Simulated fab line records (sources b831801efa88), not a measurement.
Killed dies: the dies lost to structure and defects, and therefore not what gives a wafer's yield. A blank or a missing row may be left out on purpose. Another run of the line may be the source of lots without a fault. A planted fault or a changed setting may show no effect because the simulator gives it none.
Comparing a struck lot with a sound one -- flow sky130 -- 15 out of 708 route steps
Sound: the wafers L599.1, L599.4, L599.6. Wafers L598.1, L598.5, L598.6 were the ones struck. Last of all comes the cause.
Per side, at each step with rows, come the tool, then ch with its chambers, and then its first start. Under that, the readings that differ: sound wafers -- struck wafers -- difference of the means -- sigmas: that difference in standard deviations of wafers without a fault.
alike: a reading whose means differ by less than 2 such deviations, as well as words and numbers matching on both sides. not compared: withheld readings; readings where some wafer has no value; bounds like >300 that might hide an equal value; numbers whose values overlap and for which the record gives no deviation.
Wherever a step has rows on one side only, a row that says differs or no value, or a row with sigmas, the two part there. Numbers that don't overlap but have no deviation are shown without sigmas and don't part them. A reading missing from all wafers of one side parts the sides only when that side holds two or more wafers.

first, 1 step without rows for these wafers: SKY_PWDE_IMPLANT_08.
SKY_PWDE_STRIP_09: strips in O2/N2.
  sound on plasmaAsher-01 ch 0,1, day 8 06:34; struck on plasmaAsher-02 ch 0,1, day 8 03:36
reading,sound,struck,difference,sigmas
stripTimeToEndpointS (s),36.78 36.82 36.71,37.05 37.03 37.22,+0.33,+3
  alike: drypumpMotorCurrentA, oesProductAu
  not compared: rfHoursCounterH
SKY_PWDE_TW_MEAS_10:
  sound: filmMetro-01 at day 8 06:40; struck: filmMetro-02 at day 8 03:42
reading,sound,struck,difference,sigmas
PWDE_TW,375 373 373,381 381 382,+8,+2
then, 7 steps without rows for these wafers: SKY_NWELL_DEHYDRATE_03 (time 60 s); SKY_NWELL_HMDS_04 (prime time 60 s); SKY_NWELL_COAT_05 (resist thk 3000 nm); SKY_NWELL_SOFTBAKE_06; SKY_NWELL_EXPOSE_07 (exposes mask NWM, target cd 840 nm); SKY_NWELL_PEB_08; SKY_NWELL_DEVELOP_09 (develop time 60 s).
SKY_NWELL_OVL_MEAS_10:
  sound: overlay-02 at day 9 05:16; struck: overlay-02 at day 9 00:31
  alike: NWELL_00_OVL
after that, 1 step had no rows for these wafers: SKY_NWELL_IMPLANT_11.
SKY_NWELL_IMPLANT_12:
  sound on implanter-02 ch 0, day 9 05:26; struck on implanter-01 ch 0, day 9 00:41
reading,sound,struck,difference,sigmas
doseIonsCm2,1.2988e+12 1.2987e+12 1.3018e+12,1.4251e+12 1.4264e+12 1.4268e+12,+1.2633e+11,+97
faradayCurrentUA,7.28 7.40 7.37,8.03 8.01 7.94,+0.64,+5
  alike: beamOnS
after that, 1 step had no rows for these wafers: SKY_NWELL_IMPLANT_13.
-- the record jumps here: 41 days lie between the struck wafers' starts before and after (it left off in module NWELL and takes up again in module PAD_OPEN, whose first step shown is number 708 of the route) --
SKY_PAD_OPEN_PROBE_99:
  sound: prober-01 at day 50 09:49; struck: prober-02 at day 50 08:49
reading,sound,struck,difference,sigmas
model.etest.pfet_01v8_lvt.offLog10AUm,-8.956 -9.169 -8.938,-9.201 -9.206 -9.215,-0.186,
model.etest.pfet_16v.vtV (V),-1.117 -1.113 -1.122,-1.123 -1.138 -1.13,-0.013,
model.etest.pfetG5v0d10v5.vtLongV (V),-0.944 -0.9402 -0.9486,-0.9552 -0.9676 -0.9546,-0.0149,
model.etest.pfet_01v8_lvt.vtSatV (V),-0.4467 -0.4444 -0.4483,-0.4776 -0.4739 -0.4689,-0.0270,
model.etest.pfet_01v8_lvt.vtV (V),-0.5355 -0.5335 -0.5381,-0.5634 -0.5629 -0.5545,-0.0246,
model.etest.pfet_01v8_lvt.vtLongV (V),-0.6508 -0.6523 -0.654,-0.6781 -0.6738 -0.6719,-0.0222,
  alike: killed_at_M0_to_M3, killed_at_M4_up, killedAtContacts, killedAtFrontEnd, killedAtOther, killedDies, killedOpen, killedShort
  not compared: model.etest.pfetG5v0d10v5.offLog10AUm, model.etest.pfetG5v0d10v5.vtSatV

WHERE THEY PART
At SKY_PWDE_STRIP_09 first; at SKY_NWELL_IMPLANT_12 last (within this record only). Later steps at which nothing parts them and some readings are alike: SKY_PAD_OPEN_PROBE_99.

WHY: the cause the simulator had injected
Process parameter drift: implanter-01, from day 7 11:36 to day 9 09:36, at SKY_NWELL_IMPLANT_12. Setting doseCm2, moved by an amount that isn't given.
